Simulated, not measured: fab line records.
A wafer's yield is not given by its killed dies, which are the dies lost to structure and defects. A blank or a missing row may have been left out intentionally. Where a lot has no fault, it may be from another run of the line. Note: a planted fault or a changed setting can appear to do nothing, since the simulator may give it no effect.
Which tool did it? | flow sky130 | 14 lots with 40 wafers sampled at 2 steps, on a route of 708 steps

WHAT THE GAUGES READ, wafer by wafer
The record lacks any reading of a measuring or inspecting step that a usual standard deviation could be used to judge.

WHICH TOOL RAN EACH LOT (tool, then ch and the chambers of the sampled wafers, then the start)
lot  | SKY_VIA1_CMP_24               | SKY_PAD_OPEN_PROBE_99
L729 | cmp-01 ch 0,1, day 34 00:40   | -
L730 | cmp-02 ch 0,1,3, day 34 04:04 | -
L731 | cmp-01 ch 0,1,2, day 34 11:48 | -
L732 | cmp-01 ch 0,1,3, day 34 22:04 | -
L733 | cmp-01 ch 0,1,2, day 35 06:22 | -
L734 | cmp-01 ch 0,2,3, day 35 17:14 | -
L735 | cmp-02 ch 0,2,3, day 35 21:49 | prober-02, day 47 05:59
L736 | cmp-01 ch 0,1,2, day 36 08:25 | -
L739 | cmp-02 ch 1,3, day 37 02:09   | prober-02, day 48 01:26
L740 | cmp-01 ch 0, day 37 12:58     | prober-01, day 48 08:42
L741 | cmp-01 ch 2,3, day 37 21:02   | prober-02, day 48 17:23
L750 | cmp-01 ch 0,2,3, day 40 13:07 | -
L751 | cmp-01 ch 1,2, day 40 15:31   | -
L752 | cmp-01 ch 0,3, day 42 01:18   | -
- SKY_VIA1_CMP_24: polishes, stops on SiO2, t overpolish 15 s, target thk 0 nm.
- SKY_PAD_OPEN_PROBE_99

WHAT THE TOOLS THEMSELVES READ (means of the sampled wafers that have a number; where no wafer has one, the mark that the record gives instead)
SKY_VIA1_CMP_24.
lot  | tool   | motorCurrentA (A) | overpolishRunS (s) | timeToEndpointS (s)
L729 | cmp-01 | 11.7              | 14.993             | 67
L730 | cmp-02 | 10.4              | 14.998             | 65
L731 | cmp-01 | 11.8              | 14.998             | 69
L732 | cmp-01 | 11.2              | 15.001             | 68
L733 | cmp-01 | 11.8              | 14.995             | 63
L734 | cmp-01 | 10.6              | 15.007             | 63
L735 | cmp-02 | 10.3              | 14.993             | 69
L736 | cmp-01 | 11.5              | 14.998             | 65
L739 | cmp-02 | 10.8              | 14.997             | 69
L740 | cmp-01 | 11.1              | 7.516              | 82
L741 | cmp-01 | 10.7              | 7.520              | 84
L750 | cmp-01 | 10.8              | 15.004             | 65
L751 | cmp-01 | 12.0              | 14.992             | 74
L752 | cmp-01 | 10.3              | 15.000             | 70

SKY_PAD_OPEN_PROBE_99.
lot  | tool      | defectLimitedYield (%) | killed_at_M0_to_M3 | killed_at_M4_up | killedAtContacts | killedAtFrontEnd | killedAtOther | killedDies | killedOnRim | killedOpen | killedShort | sort_bin_3_pad_short (%) | sort_bin_5_function (%) | sort_bin_6_memory (%) | sortNPass | sortYieldPct (%)
L735 | prober-02 | 84.1                   | 45                 | 2.7             | 19               | 12               | 0.0           | 78         | 16          | 41         | 37          | 0.9                      | 10.1                    | 5.0                   | 414       | 84.1
L739 | prober-02 | 81.0                   | 49                 | 2.3             | 29               | 13               | 1.0           | 94         | 19          | 53         | 41          | 1.1                      | 11.1                    | 6.8                   | 398       | 81.0
L740 | prober-01 | 40.6                   | 252                | 4.0             | 19               | 18               | 0.0           | 292        | 58          | 49         | 39          | 41.9                     | 10.9                    | 6.5                   | 200       | 40.6
L741 | prober-02 | 40.5                   | 248                | 4.0             | 28               | 14               | 0.0           | 293        | 60          | 50         | 38          | 42.9                     | 10.2                    | 6.4                   | 199       | 40.5

THE ANSWER, worked out from the rows above alone
Rule: what is usual is taken from the lots themselves. Put in order of their means at a reading, lots are off if they are a third of the lots or fewer, leave a main group of 4 or more, and stand apart from it by a gap of 3 or more times the standard deviation of the main group's means; of several such gaps the widest counts. The tables above print the reading to a certain number of digits; a main group whose means all agree to those digits is not used. Also off: a lot with no number at a reading for which 4 or more lots have one. The other lots that the step has rows for count as sound. The gauges are gone through in route order, then the tools' own readings, and for those a lot's mean is taken as printed above. At the first step where some lot is off, the reading lying furthest off is the one used; lots without a number count as furthest.
Off at SKY_VIA1_CMP_24 (overpolishRunS): L740, L741. Mean 14.998 s and standard deviation 0.0043 in the main group.
A tool fits if, at that step or a process step before it, it ran every lot that is off, and no sound lot after the first of them. Not one of the candidates tried fits.

WHAT THE SIMULATOR HAD INSERTED
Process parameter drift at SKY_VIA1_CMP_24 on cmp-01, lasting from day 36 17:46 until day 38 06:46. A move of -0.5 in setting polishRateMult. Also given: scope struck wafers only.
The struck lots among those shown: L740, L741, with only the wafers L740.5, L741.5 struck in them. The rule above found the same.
